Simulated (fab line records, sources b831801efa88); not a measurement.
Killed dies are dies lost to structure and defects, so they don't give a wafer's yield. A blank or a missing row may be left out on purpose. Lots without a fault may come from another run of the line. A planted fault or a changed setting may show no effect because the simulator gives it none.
Which tool did it? | flow gf180mcu | 11 lots, 33 wafers sampled, at 4 steps of a route of 602

WHAT THE GAUGES READ, wafer by wafer
GF_V5_RS_MEAS_24: measures by four-point-probe. Usual: V5_W_RS 0.330 ohm/sq, standard deviation 0.0047.
lot  | measured     | on            | V5_W_RS (ohm/sq)  | flag
L131 | day 27 00:37 | film_metro-03 | 0.327 0.325 0.326 |
L132 | day 27 08:13 | film_metro-01 | 0.326 0.326 0.331 |
L133 | day 27 17:19 | film_metro-03 | 0.323 0.328 0.329 |
L136 | day 28 16:42 | film_metro-03 | 0.337 0.336 0.331 |
L138 | day 29 09:22 | film_metro-03 | 0.332 0.333 0.333 |
L141 | day 30 12:11 | film_metro-01 | 0.337 0.331 0.331 |
L142 | day 30 17:04 | film_metro-03 | 0.323 0.330 0.326 |
L144 | day 31 07:53 | film_metro-03 | 0.331 0.570 0.331 | OFF
L152 | day 33 07:33 | film_metro-01 | 0.328 0.327 0.325 |
L153 | day 33 13:14 | film_metro-01 | 0.323 0.319 0.320 |
L154 | day 33 15:50 | film_metro-03 | 0.320 0.322 0.319 |

GF_V5_THK_MEAS_25: measures by xrf. Usual: V5_W_THK 356 nm, standard deviation 6.3.
lot  | measured     | on            | V5_W_THK (nm) | flag
L131 | day 27 00:44 | film_metro-03 | 360 362 362   |
L132 | day 27 08:19 | film_metro-01 | 355 359 349   |
L133 | day 27 17:25 | film_metro-03 | 365 358 356   |
L136 | day 28 16:49 | film_metro-03 | 344 347 353   |
L138 | day 29 09:28 | film_metro-03 | 356 353 354   |
L141 | day 30 12:19 | film_metro-01 | 344 350 351   |
L142 | day 30 17:11 | film_metro-03 | 364 358 361   |
L144 | day 31 08:00 | film_metro-03 | 352 204 350   | OFF
L152 | day 33 07:40 | film_metro-01 | 356 358 360   |
L153 | day 33 13:20 | film_metro-01 | 360 364 365   |
L154 | day 33 15:58 | film_metro-03 | 367 363 369   |

WHICH TOOL RAN EACH LOT (tool, then ch and the chambers of the sampled wafers, then the start)
lot  | GF_V5_ETCH_17                                 | GF_V5_CVD_23
L131 | rie_diel-04 ch 0,1,3, day 27 00:29 or earlier | cvd_w-02 ch 0,1, day 27 00:29
L132 | rie_diel-04 ch 0,1,3, day 27 08:05 or earlier | cvd_w-01 ch 0,1, day 27 08:05
L133 | rie_diel-01 ch 1,2, day 27 17:07 or earlier   | cvd_w-02 ch 0,1, day 27 17:07
L136 | rie_diel-03 ch 1,2, day 28 16:34 or earlier   | cvd_w-01 ch 0,1, day 28 16:34
L138 | rie_diel-04 ch 1,3, day 29 09:15 or earlier   | cvd_w-01 ch 0,1, day 29 09:15
L141 | rie_diel-03 ch 1,2,3, day 30 12:05 or earlier | cvd_w-01 ch 0,1, day 30 12:05
L142 | rie_diel-03 ch 2,3, day 30 16:56 or earlier   | cvd_w-02 ch 0,1, day 30 16:56
L144 | rie_diel-01 ch 1,2,3, day 31 07:45 or earlier | cvd_w-01 ch 0,1, day 31 07:45
L152 | rie_diel-01 ch 0,2,3, day 33 07:25 or earlier | cvd_w-02 ch 1, day 33 07:25
L153 | rie_diel-01 ch 0,1,3, day 33 13:01 or earlier | cvd_w-02 ch 1, day 33 13:01
L154 | rie_diel-01 ch 0,1,3, day 33 15:37 or earlier | cvd_w-02 ch 1, day 33 15:37
- GF_V5_ETCH_17: etches SiO2 in C4F8/O2/Ar, stops on TiN, target depth 855 nm.
- GF_V5_CVD_23: deposits W, target thk 350 nm, time 104.9 s.

WHAT THE TOOLS THEMSELVES READ (means of the sampled wafers that have a number; where no wafer has one, the mark that the record gives instead)
GF_V5_ETCH_17. Usual: oes_product_au 0.859 a.u., standard deviation 0.0039.
lot  | tool        | oes_product_au (a.u.) | flag
L131 | rie_diel-04 | 0.857                 |
L132 | rie_diel-04 | 0.861                 |
L133 | rie_diel-01 | 0.858                 |
L136 | rie_diel-03 | 0.856                 |
L138 | rie_diel-04 | 0.855                 |
L141 | rie_diel-03 | 0.859                 |
L142 | rie_diel-03 | 0.858                 |
L144 | rie_diel-01 | 0.860                 |
L152 | rie_diel-01 | 0.860                 |
L153 | rie_diel-01 | 0.859                 |
L154 | rie_diel-01 | 0.859                 |

GF_V5_CVD_23. Usual: heater_power_outer_w 511 W, standard deviation 40; heater_power_w 807 W, standard deviation 50.
lot  | tool     | heater_power_outer_w (W) | heater_power_w (W) | flag
L131 | cvd_w-02 | 533                      | 839                |
L132 | cvd_w-01 | 526                      | 815                |
L133 | cvd_w-02 | 493                      | 781                |
L136 | cvd_w-01 | 522                      | 820                |
L138 | cvd_w-01 | 519                      | 820                |
L141 | cvd_w-01 | 520                      | 818                |
L142 | cvd_w-02 | 491                      | 803                |
L144 | cvd_w-01 | 518                      | 823                |
L152 | cvd_w-02 | 452                      | 740                |
L153 | cvd_w-02 | 456                      | 741                |
L154 | cvd_w-02 | 458                      | 728                |

THE ANSWER, worked out from the rows above alone
Rule: a lot is off if the mean of its wafers that have a number lies more than 3 standard deviations from the usual mean. A lot without any number at a reading at which 4 lots or more have one is off too. The other lots that the step has rows for count as sound. The gauges are gone through in route order, then the tools' own readings, and for those a lot's mean is taken as printed above. The first step at which some lot is off is used, and at that step the reading that is off furthest; a lot without a number counts as furthest.
Off: L144, at GF_V5_RS_MEAS_24 (V5_W_RS).
A tool fits if, at a process step before that reading, it ran every lot that is off, and no sound lot after the first of them. The gauges at GF_V5_RS_MEAS_24 are tried like those tools. GF_V5_ETCH_17 gives no start for some lots, so the hours and the order of its lots are those of GF_V5_CVD_23. One fits: cvd_w-01 at GF_V5_CVD_23. Its last sound lot is L141 (day 30 12:05), its first lot that is off L144 (day 31 07:45): a fault that began between those two fits.

WHAT THE SIMULATOR HAD PUT IN
Process parameter drift: cvd_w-01, from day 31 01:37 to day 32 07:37, at GF_V5_CVD_23. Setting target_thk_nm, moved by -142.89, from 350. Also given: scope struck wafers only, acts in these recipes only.
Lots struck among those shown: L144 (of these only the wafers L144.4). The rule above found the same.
